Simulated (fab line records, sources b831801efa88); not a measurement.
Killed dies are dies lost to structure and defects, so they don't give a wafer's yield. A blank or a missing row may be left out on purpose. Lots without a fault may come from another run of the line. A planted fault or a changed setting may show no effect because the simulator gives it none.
fab line records | flow gf180mcu | part 1 of 2: steps 1 to 26 of 37
record lots=5 wafers=15 last_day=33
route steps=602 shown V2@400 M3@409 V3@429
lots that met no fault: from a run of the same line without faults
start_h: hours from the record's first day to the start of the lot's first wafer shown | wait_h: hours since the lot's step before | " the same as in the row above | L1.1+2: a row that stands for several wafers | - no value, or no start given | * or withheld: withheld | < > ~ a bound
route shown NAME@n: a module of which the file shows steps, and the number in the route of the first | usual: mean/standard deviation of fault-free wafers | same: alike in all rows | chamber/n: place in a boat | sites: the reading at each site | _std_site: their standard deviation | _edge_site: outer sites' mean less inner sites' | radius_mm: how far each site lies from the wafer's centre | mask NAME#n: copy n | behind: the tool/chamber that last shaped the wafer | hold: why the lot was held/for how many hours/how that ended | device: the transistor (n, p or np) that didn't switch | end of line: the same wafers' tests at the end of the route | a step without rows: its recipe alone | killed: dies lost to structure and defects at the first sort, not the wafer's yield | map: a wafer's dies, x killed, . not, _ none there
set.NAME: the setting as run; set.NAME@STEP: as run at that earlier step | model.NAME: the simulator's own value behind a step, which no gauge read
lots at some steps of the route; a table a step, a row a wafer
services: from which hour (start_h, from the record's first day; less than 0 if before it) a tool's chamber was out of use, for how many hours, and why
## steps
# step GF_V2_STRIP_18
# recipe chemistry=O2/N2 power_w=1400 pressure_mtorr=1500 platen_temp_c=250 o2_flow_sccm=3000 n2_flow_sccm=300 overash_fraction=0.5
# usual drypump_motor_current_A=5.9/0.4 heater_power_w=337/32 oes_product_au=0.592/0.0045
# columns lot.wafer tool chamber start_h wait_h drypump_motor_current_A heater_power_w oes_product_au rf_hours_counter_h
L078.2 plasma_asher-02 1 495.84 - 5.9 376 0.592 37
L078.4 " 0 " " 5.4 296 0.586 -
L078.5 " 0 " " 5.4 292 0.592 -
L080.1 plasma_asher-01 0 517.03 - 6.3 370 0.584 93
L080.2 " 1 " " 5.5 311 0.592 93
L080.3 " 0 " " 6.3 365 0.587 -
L081.1 plasma_asher-03 1 523.59 - 5.9 348 0.592 9
L081.5 " 1 " " 5.9 338 0.589 -
L081.6 " 0 " " 6.5 315 0.590 -
L088.1 plasma_asher-01 0 583.68 - 6.3 365 0.595 100
L088.3 " 1 " " 5.5 308 0.587 -
L088.6 " 0 " " 6.3 368 0.596 -
L090.1 plasma_asher-02 1 600.28 - 5.8 375 0.594 49
L090.4 " 1 " " 5.8 389 0.604 -
L090.6 " 1 " " 5.9 373 0.594 -
# step GF_V2_STRIP_19
# recipe chemistry=post_etch_residue_remover time_s=1200 temp_c=72.5
# same time_s=1200
# columns lot.wafer tool chamber start_h wait_h
L078.2+4+5 wet_bench-02 2 495.94 0.1
L080.1+2+3 wet_bench-04 2 517.13 0.1
L081.1+5+6 wet_bench-02 1 523.69 0.1
L088.1+3+6 wet_bench-02 2 583.78 0.1
L090.1+4+6 wet_bench-04 1 600.42 0.1
# step GF_V2_CLEAN_20
# recipe chemistry=DIW dry=n2_spin
# columns lot.wafer tool chamber start_h wait_h
L078.2+4+5 wet_bench-04 3 496.28 0.0
L080.1+2+3 wet_bench-03 2 517.48 0.0
L081.1+5+6 wet_bench-03 0 524.03 0.0
L088.1+3+6 wet_bench-03 2 584.12 0.0
L090.1+4+6 wet_bench-02 3 600.79 0.0
# step GF_V2_SPUTTER_21
# recipe material=Ti target_thk_nm=15 chamber_pressure_pa=5 power_w=2500 substrate_temp_c=200 time_s=80.02
# usual chamber_pressure_pa=4.999/0.01 substrate_temp_c=200.02/0.17 throttle_valve_pct=29.5/1
# same time_s=80.02
# columns lot.wafer tool chamber start_h wait_h chamber_pressure_pa substrate_temp_c throttle_valve_pct
L078.2 pvd_sputter-01 - 496.37 0.0 4.982 200.13 30.9
L078.4 " - " " 4.989 200.09 29.3
L078.5 " - " " 4.989 200.24 31.1
L080.1 pvd_sputter-01 - 517.57 0.0 4.988 200.11 29.2
L080.2 " - " " 4.991 200.29 31.2
L080.3 " - " " 5.015 200.41 29.1
L081.1 pvd_sputter-02 - 524.13 0.0 5.001 199.97 30.1
L081.5 " - " " 5.005 199.86 29.1
L081.6 " - " " 5.009 199.89 30.0
L088.1 pvd_sputter-04 - 584.21 0.0 4.988 200.06 26.9
L088.3 " - " " 5.003 200.22 29.5
L088.6 " - " " 4.996 200.16 29.6
L090.1 pvd_sputter-02 - 600.88 0.0 5.002 199.89 29.1
L090.4 " - " " 4.987 199.99 30.0
L090.6 " - " " 4.999 199.82 29.9
# step GF_V2_SPUTTER_22
# recipe material=TiN target_thk_nm=10 chamber_pressure_pa=5 power_w=4000 time_s=40
# usual chamber_pressure_pa=5.000/0.011 throttle_valve_pct=29.5/1
# same time_s=40
# columns lot.wafer tool chamber start_h wait_h chamber_pressure_pa throttle_valve_pct
L078.2 pvd_sputter-01 - 496.43 0.0 4.983 31.0
L078.4 " - " " 5.009 29.3
L078.5 " - " " 5.001 31.1
L080.1 pvd_sputter-01 - 517.63 0.0 4.996 29.4
L080.2 " - " " 4.999 31.1
L080.3 " - " " 4.997 29.4
L081.1 pvd_sputter-02 - 524.19 0.0 5.007 29.9
L081.5 " - " " 5.024 28.8
L081.6 " - " " 5.004 30.1
L088.1 pvd_sputter-04 - 584.27 0.0 4.984 26.9
L088.3 " - " " 4.996 30.0
L088.6 " - " " 4.987 29.9
L090.1 pvd_sputter-02 - 600.94 0.0 5.007 28.9
L090.4 " - " " 5.007 29.8
L090.6 " - " " 5.000 29.7
# step GF_V2_CVD_23
# recipe material=W target_thk_nm=350 time_s=104.94 temp_c=400 pressure_torr=40
# usual heater_power_outer_w=498/17 heater_power_w=818/34
# same time_s=104.94
# columns lot.wafer tool chamber start_h wait_h heater_power_outer_w heater_power_w
L078.2 cvd_w-02 0 496.47 0.0 472 793
L078.4 " 1 " " 488 828
L078.5 " 1 " " 505 836
L080.1 cvd_w-02 0 517.67 0.0 476 800
L080.2 " 1 " " 501 851
L080.3 " 1 " " 508 830
L081.1 cvd_w-02 1 524.23 0.0 501 845
L081.5 " 0 " " 485 821
L081.6 " 1 " " 496 845
L088.1 cvd_w-01 1 584.31 0.0 494 871
L088.3 " 1 " " 495 866
L088.6 " 0 " " 506 763
L090.1 cvd_w-02 0 600.98 0.0 480 817
L090.4 " 0 " " 484 803
L090.6 " 0 " " 501 820
# step GF_V2_RS_MEAS_24
# recipe thk_meas_gauge=four-point-probe reads=W_of_V2_CVD_23+TiN_of_V2_SPUTTER_22+Ti_of_V2_SPUTTER_21
# usual V2_W_RS=0.330/0.003
# columns lot.wafer tool chamber start_h wait_h V2_W_RS[ohm/sq]
L078.2 film_metro-02 - 496.60 0.1 0.331
L078.4 " - " " 0.334
L078.5 " - " " 0.335
L080.1 film_metro-04 - 517.78 0.1 0.328
L080.2 " - " " 0.327
L080.3 " - " " 0.329
L081.1 film_metro-03 - 524.34 0.1 0.330
L081.5 " - " " 0.329
L081.6 " - " " 0.331
L088.1 film_metro-03 - 584.43 0.1 0.328
L088.3 " - " " 0.331
L088.6 " - " " 0.326
L090.1 film_metro-03 - 601.09 0.1 0.329
L090.4 " - " " 0.328
L090.6 " - " " 0.328
# step GF_V2_THK_MEAS_25
# recipe thk_meas_gauge=xrf reads=W_of_V2_CVD_23
# usual V2_W_THK=353/6
# columns lot.wafer tool chamber start_h wait_h V2_W_THK[nm]
L078.2 film_metro-02 - 496.71 0.1 352
L078.4 " - " " 346
L078.5 " - " " 348
L080.1 film_metro-04 - 517.90 0.1 346
L080.2 " - " " 344
L080.3 " - " " 344
L081.1 film_metro-03 - 524.46 0.1 356
L081.5 " - " " 359
L081.6 " - " " 355
L088.1 film_metro-03 - 584.55 0.1 360
L088.3 " - " " 356
L088.6 " - " " 364
L090.1 film_metro-03 - 601.21 0.1 357
L090.4 " - " " 360
L090.6 " - " " 361
# step GF_V2_CMP_26
# recipe stop_on=SiO2 down_force_psi=3.5 platen_rpm=60 t_overpolish_s=15 target_thk_nm=0 pad_velocity_m_s=0.94248
# usual motor_current_A=10.6/1 overpolish_run_s=15.001/0.0098 platen_rpm=59.99/0.039 time_to_endpoint_s=86/3
# columns lot.wafer tool chamber start_h wait_h motor_current_A overpolish_run_s platen_rpm time_to_endpoint_s
L078.4 cmp-01 1 496.81 0.1 10.8 15.008 59.98 87
L078.2 " 2 " " 10.5 15.008 60.05 87
L078.5 " 0 " " 10.9 15.000 59.99 88
L080.3 cmp-01 3 517.96 0.0 9.6 14.984 60.02 88
L080.2 " 1 " " 10.9 15.006 60.02 85
L080.1 " 2 " " 10.9 15.016 60.03 88
L081.1 cmp-02 1 524.52 0.1 9.6 14.986 60.01 90
L081.6 " 1 " " 9.6 15.008 59.98 85
L081.5 " 2 " " 13.5 15.001 60.00 84
L088.1 cmp-02 3 584.61 0.1 11.2 15.009 59.97 85
L088.3 " 2 " " 13.5 14.997 59.94 87
L088.6 " 3 " " 11.2 15.006 60.02 87
L090.4 cmp-01 2 601.27 0.0 10.7 15.012 59.98 81
L090.1 " 3 " " 9.7 15.004 59.96 86
L090.6 " 3 " " 9.7 15.009 59.96 86
# step GF_M3_SPUTTER_00
# recipe material=Ti target_thk_nm=37.5 arriving_ion_energy_ev=80 substrate_temp_c=200 chamber_pressure_pa=2 power_w=4000 time_s=150
# usual chamber_pressure_pa=2.000/0.0037 substrate_temp_c=200.00/0.16 throttle_valve_pct=30.1/1.1
# same time_s=150
# columns lot.wafer tool chamber start_h wait_h chamber_pressure_pa substrate_temp_c throttle_valve_pct
L078.2 pvd_sputter-02 - 497.06 0.1 1.999 200.08 30.2
L078.4 " - " " 1.995 200.13 29.8
L078.5 " - " " 2.002 200.27 29.8
L080.1 pvd_sputter-02 - 518.26 0.1 2.000 199.77 28.6
L080.2 " - " " 2.002 199.81 29.1
L080.3 " - " " 1.992 199.87 30.0
L081.1 pvd_sputter-01 - 524.82 0.2 2.004 200.16 30.8
L081.5 " - " " 1.998 200.19 31.0
L081.6 " - " " 2.005 200.07 29.5
L088.1 pvd_sputter-02 - 584.91 0.2 1.993 199.77 28.6
L088.3 " - " " 2.001 200.23 29.8
L088.6 " - " " 1.997 199.86 28.9
L090.1 pvd_sputter-02 - 601.57 0.2 2.005 200.09 28.9
L090.4 " - " " 1.993 199.99 29.9
L090.6 " - " " 2.003 200.19 28.8
# step GF_M3_SPUTTER_01
# recipe material=TiN target_thk_nm=30 power_w=6500 time_s=25 chamber_pressure_pa=0.4
# usual chamber_pressure_pa=0.4001/0.00078 throttle_valve_pct=30.1/1.1
# same time_s=25
# columns lot.wafer tool chamber start_h wait_h chamber_pressure_pa throttle_valve_pct
L078.2 pvd_sputter-02 - 497.16 0.1 0.4012 30.1
L078.4 " - " " 0.4003 29.8
L078.5 " - " " 0.4013 29.7
L080.1 pvd_sputter-02 - 518.36 0.1 0.4002 28.8
L080.2 " - " " 0.3998 29.1
L080.3 " - " " 0.4000 29.8
L081.1 pvd_sputter-01 - 524.92 0.1 0.4001 31.4
L081.5 " - " " 0.4008 31.1
L081.6 " - " " 0.3996 29.4
L088.1 pvd_sputter-02 - 585.01 0.1 0.3993 28.8
L088.3 " - " " 0.4008 30.3
L088.6 " - " " 0.3993 28.7
L090.1 pvd_sputter-02 - 601.67 0.1 0.4003 28.9
L090.4 " - " " 0.3999 30.0
L090.6 " - " " 0.4005 29.0
# step GF_M3_SPUTTER_02
# recipe material=AlCu target_thk_nm=450 power_w=10600 time_s=23.9 chamber_pressure_pa=0.4
# usual chamber_pressure_pa=0.4000/0.00076 throttle_valve_pct=30.1/1.1
# same time_s=23.9
# columns lot.wafer tool chamber start_h wait_h chamber_pressure_pa throttle_valve_pct
L078.2 pvd_sputter-02 - 497.19 0.0 0.4013 30.1
L078.4 " - " " 0.4002 30.0
L078.5 " - " " 0.4001 30.0
L080.1 pvd_sputter-02 - 518.39 0.0 0.3998 28.9
L080.2 " - " " 0.4013 29.2
L080.3 " - " " 0.4004 30.1
L081.1 pvd_sputter-01 - 524.95 0.0 0.3990 31.1
L081.5 " - " " 0.3995 31.2
L081.6 " - " " 0.3991 29.5
L088.1 pvd_sputter-02 - 585.04 0.0 0.4015 28.9
L088.3 " - " " 0.3995 30.3
L088.6 " - " " 0.4007 28.9
L090.1 pvd_sputter-02 - 601.71 0.0 0.4003 28.9
L090.4 " - " " 0.4008 30.0
L090.6 " - " " 0.3997 28.8
# step GF_M3_SPUTTER_03
# recipe material=Ti target_thk_nm=10 substrate_temp_c=300 chamber_pressure_pa=0.3 power_w=3000 time_s=6.7
# usual chamber_pressure_pa=0.3000/0.0006 substrate_temp_c=299.99/0.2 throttle_valve_pct=30.1/1.1
# same time_s=6.7
# columns lot.wafer tool chamber start_h wait_h chamber_pressure_pa substrate_temp_c throttle_valve_pct
L078.2 pvd_sputter-02 - 497.22 0.0 0.2998 300.39 30.4
L078.4 " - " " 0.2995 300.00 30.0
L078.5 " - " " 0.3001 300.33 29.5
L080.1 pvd_sputter-02 - 518.42 0.0 0.3000 300.15 29.0
L080.2 " - " " 0.3001 299.91 29.1
L080.3 " - " " 0.2993 299.84 30.0
L081.1 pvd_sputter-01 - 524.98 0.0 0.3003 300.20 31.2
L081.5 " - " " 0.3007 300.18 31.2
L081.6 " - " " 0.2995 300.35 29.4
L088.1 pvd_sputter-02 - 585.07 0.0 0.2999 299.81 28.8
L088.3 " - " " 0.2999 300.29 30.1
L088.6 " - " " 0.3008 299.72 28.6
L090.1 pvd_sputter-02 - 601.74 0.0 0.3011 299.73 29.1
L090.4 " - " " 0.2997 300.40 30.0
L090.6 " - " " 0.3008 299.96 28.8
# step GF_M3_SPUTTER_04
# recipe material=TiN target_thk_nm=50 power_w=6500 time_s=41.7 chamber_pressure_pa=0.4
# usual chamber_pressure_pa=0.4000/0.00075 throttle_valve_pct=30.1/1.1
# same time_s=41.7
# columns lot.wafer tool chamber start_h wait_h chamber_pressure_pa throttle_valve_pct
L078.2 pvd_sputter-02 - 497.24 0.0 0.4000 29.9
L078.4 " - " " 0.4011 29.9
L078.5 " - " " 0.4011 30.0
L080.1 pvd_sputter-02 - 518.44 0.0 0.3995 28.5
L080.2 " - " " 0.4020 29.4
L080.3 " - " " 0.3990 29.7
L081.1 pvd_sputter-01 - 525.00 0.0 0.3997 31.1
L081.5 " - " " 0.3997 31.1
L081.6 " - " " 0.3992 29.6
L088.1 pvd_sputter-02 - 585.09 0.0 0.3994 28.7
L088.3 " - " " 0.3984 30.2
L088.6 " - " " 0.3983 28.9
L090.1 pvd_sputter-02 - 601.76 0.0 0.4000 28.7
L090.4 " - " " 0.3998 29.9
L090.6 " - " " 0.4001 28.5
# step GF_M3_RS_MEAS_05
# recipe thk_meas_gauge=four-point-probe reads=TiN_of_M3_SPUTTER_04+Ti_of_M3_SPUTTER_03+AlCu_of_M3_SPUTTER_02+TiN_of_M3_SPUTTER_01+Ti_of_M3_SPUTTER_00
# usual M3_ALCU_RS=0.0696/0.00064
# columns lot.wafer tool chamber start_h wait_h M3_ALCU_RS[ohm/sq]
L078.2 film_metro-02 - 497.30 0.0 0.0682
L078.4 " - " " 0.0688
L078.5 " - " " 0.0688
L080.1 film_metro-01 - 518.48 0.0 0.0695
L080.2 " - " " 0.0710
L080.3 " - " " 0.0700
L081.1 film_metro-03 - 525.04 0.0 0.0689
L081.5 " - " " 0.0699
L081.6 " - " " 0.0690
L088.1 film_metro-01 - 585.13 0.0 0.0689
L088.3 " - " " 0.0689
L088.6 " - " " 0.0694
L090.1 film_metro-02 - 601.80 0.0 0.0702
L090.4 " - " " 0.0691
L090.6 " - " " 0.0702
# step GF_M3_THK_MEAS_06
# recipe thk_meas_gauge=xrf reads=AlCu_of_M3_SPUTTER_02
# usual M3_ALCU_THK=447/5.7
# columns lot.wafer tool chamber start_h wait_h M3_ALCU_THK[nm]
L078.2 film_metro-02 - 497.41 0.1 453
L078.4 " - " " 451
L078.5 " - " " 452
L080.1 film_metro-01 - 518.60 0.1 448
L080.2 " - " " 438
L080.3 " - " " 440
L081.1 film_metro-03 - 525.16 0.1 456
L081.5 " - " " 451
L081.6 " - " " 459
L088.1 film_metro-01 - 585.25 0.1 452
L088.3 " - " " 451
L088.6 " - " " 448
L090.1 film_metro-02 - 601.92 0.1 439
L090.4 " - " " 445
L090.6 " - " " 439
# step GF_M3_DEHYDRATE_07
# recipe temp_c=200 time_s=60
# same time_s=60
# columns lot.wafer tool chamber start_h wait_h
L078.2+4+5 litho_track-03 0 508.72 11.3
L080.1+2+3 litho_track-03 0 529.05 10.4
L081.1+5+6 litho_track-03 0 536.25 11.1
L088.1+3+6 litho_track-02 0 595.30 10.0
L090.1+4+6 litho_track-03 0 611.95 10.0
# step GF_M3_HMDS_08
# recipe prime_time_s=60 prime_temp_c=120
# columns lot.wafer tool chamber start_h wait_h
L078.2+4+5 litho_track-03 0 508.87 0.1
L080.1+2+3 litho_track-03 0 529.20 0.1
L081.1+5+6 litho_track-03 0 536.40 0.1
L088.1+3+6 litho_track-02 0 595.45 0.1
L090.1+4+6 litho_track-03 0 612.10 0.1
# step GF_M3_COAT_09
# recipe resist=KrF spin_rpm=withheld resist_thk_nm=1000
# columns lot.wafer tool chamber start_h wait_h
L078.2+4+5 litho_track-03 0 509.02 0.1
L080.1+2+3 litho_track-03 0 529.35 0.1
L081.1+5+6 litho_track-03 0 536.55 0.1
L088.1+3+6 litho_track-02 0 595.60 0.1
L090.1+4+6 litho_track-03 0 612.25 0.1
# step GF_M3_SOFTBAKE_10
# recipe temp_c=130 time_s=60 resist=KrF
# same time_s=60
# columns lot.wafer tool chamber start_h wait_h
L078.2+4+5 litho_track-03 0 509.17 0.1
L080.1+2+3 litho_track-03 0 529.50 0.1
L081.1+5+6 litho_track-03 0 536.70 0.1
L088.1+3+6 litho_track-02 0 595.75 0.1
L090.1+4+6 litho_track-03 0 612.40 0.1
# step GF_M3_EXPOSE_11
# recipe mask_id=Metal3 target_cd_nm=280 na=0.68 source_shape=conventional sigma_outer=0.6 dose_mj=28
# columns lot.wafer tool chamber start_h wait_h mask
L078.2+4+5 krf_scanner-02 0 - - Metal3#0
L080.1+2+3 krf_scanner-01 0 - - Metal3#0
L081.1+5+6 krf_scanner-01 0 - - Metal3#0
L088.1+3+6 krf_scanner-02 0 - - Metal3#0
L090.1+4+6 krf_scanner-02 0 - - Metal3#0
# step GF_M3_PEB_12
# recipe peb_temp_c=135 peb_time_s=90 resist=KrF
# columns lot.wafer tool chamber start_h wait_h
L078.2+4+5 litho_track-02 0 - -
L080.1+2+3 litho_track-03 0 - -
L081.1+5+6 litho_track-03 0 - -
L088.1+3+6 litho_track-02 0 - -
L090.1+4+6 litho_track-03 0 - -
# step GF_M3_DEVELOP_13
# recipe develop_time_s=60 dev_temp_c=21
# columns lot.wafer tool chamber start_h wait_h
L078.2+4+5 litho_track-02 0 520.37 0.2
L080.1+2+3 litho_track-03 0 541.45 0.2
L081.1+5+6 litho_track-03 0 548.20 0.2
L088.1+3+6 litho_track-02 0 606.05 0.2
L090.1+4+6 litho_track-03 0 622.10 0.2
# step GF_M3_CD_MEAS_14
# recipe target_cd_nm=280
# usual cd_nm=279.7/1.2
# columns lot.wafer tool chamber start_h wait_h cd_nm
L078.2 cd_sem-02 - 520.52 0.1 280.1
L078.4 " - " " 280.5
L078.5 " - " " 280.7
L080.1 cd_sem-01 - 541.60 0.1 278.5
L080.2 " - " " 279.4
L080.3 " - " " 278.6
L081.1 cd_sem-01 - 548.35 0.1 277.7
L081.5 " - " " 278.6
L081.6 " - " " 278.8
L088.1 cd_sem-01 - 606.20 0.1 280.8
L088.3 " - " " 280.6
L088.6 " - " " 281.4
L090.1 cd_sem-02 - 622.25 0.1 279.7
L090.4 " - " " 280.4
L090.6 " - " " 279.5
# step GF_M3_OVL_MEAS_15
# usual M3_OVL=1/5.2
# columns lot.wafer tool chamber start_h wait_h M3_OVL[nm]
L078.2 overlay-02 - 520.62 0.1 10
L078.4 " - " " 9
L078.5 " - " " 2
L080.1 overlay-02 - 541.72 0.1 10
L080.2 " - " " 7
L080.3 " - " " 4
L081.1 overlay-01 - 548.47 0.1 3
L081.5 " - " " 1
L081.6 " - " " 1
L088.1 overlay-02 - 606.32 0.1 -1
L088.3 " - " " 0
L088.6 " - " " 1
L090.1 overlay-01 - 622.37 0.1 -4
L090.4 " - " " 0
L090.6 " - " " -6
# step GF_M3_METAL_ETCH_16
# recipe chemistry=Cl2/BCl3 mask_material=KrF target_depth_nm=750.8 stop_on=SiO2 pressure_mtorr=8 icp_w=800 bias_w=140 Cl2_flow_sccm=80 bcl3_flow_sccm=40 time_s=125.1
# usual drypump_motor_current_A=5.6/0.38 he_backside_leak_sccm=3.35/0.27 oes_product_au=0.990/0.0059 throttle_valve_pct=28.230/0.0095
# same time_s=125.1
# columns lot.wafer tool chamber start_h wait_h drypump_motor_current_A he_backside_leak_sccm oes_product_au rf_hours_counter_h throttle_valve_pct
L078.2 rie_metal-03 0 520.65 0.0 5.4 3.14 0.991 13 28.226
L078.4 " 1 " " 5.5 3.23 0.990 - 28.228
L078.5 " 1 " " 5.5 3.49 0.994 - 28.231
L080.1 rie_metal-03 1 541.75 0.0 5.5 3.45 0.991 12 28.225
L080.2 " 1 " " 5.5 3.51 0.993 - 28.227
L080.3 " 1 " " 5.5 3.30 0.990 - 28.219
L081.1 rie_metal-04 0 548.50 0.0 6.3 4.46 0.988 1 28.240
L081.5 " 0 " " 6.3 3.35 0.992 - 28.238
L081.6 " 0 " " 6.3 3.32 0.990 - 28.228
L088.1 rie_metal-04 1 606.35 0.0 5.3 3.56 0.983 1 28.236
L088.3 " 1 " " 5.4 3.57 0.983 - 28.245
L088.6 " 0 " " 6.4 3.40 0.983 - 28.227
L090.1 rie_metal-04 1 622.40 0.0 5.3 3.49 0.981 2 28.229
L090.4 " 1 " " 5.3 3.57 0.987 - 28.248
L090.6 " 1 " " 5.3 3.46 0.990 - 28.248
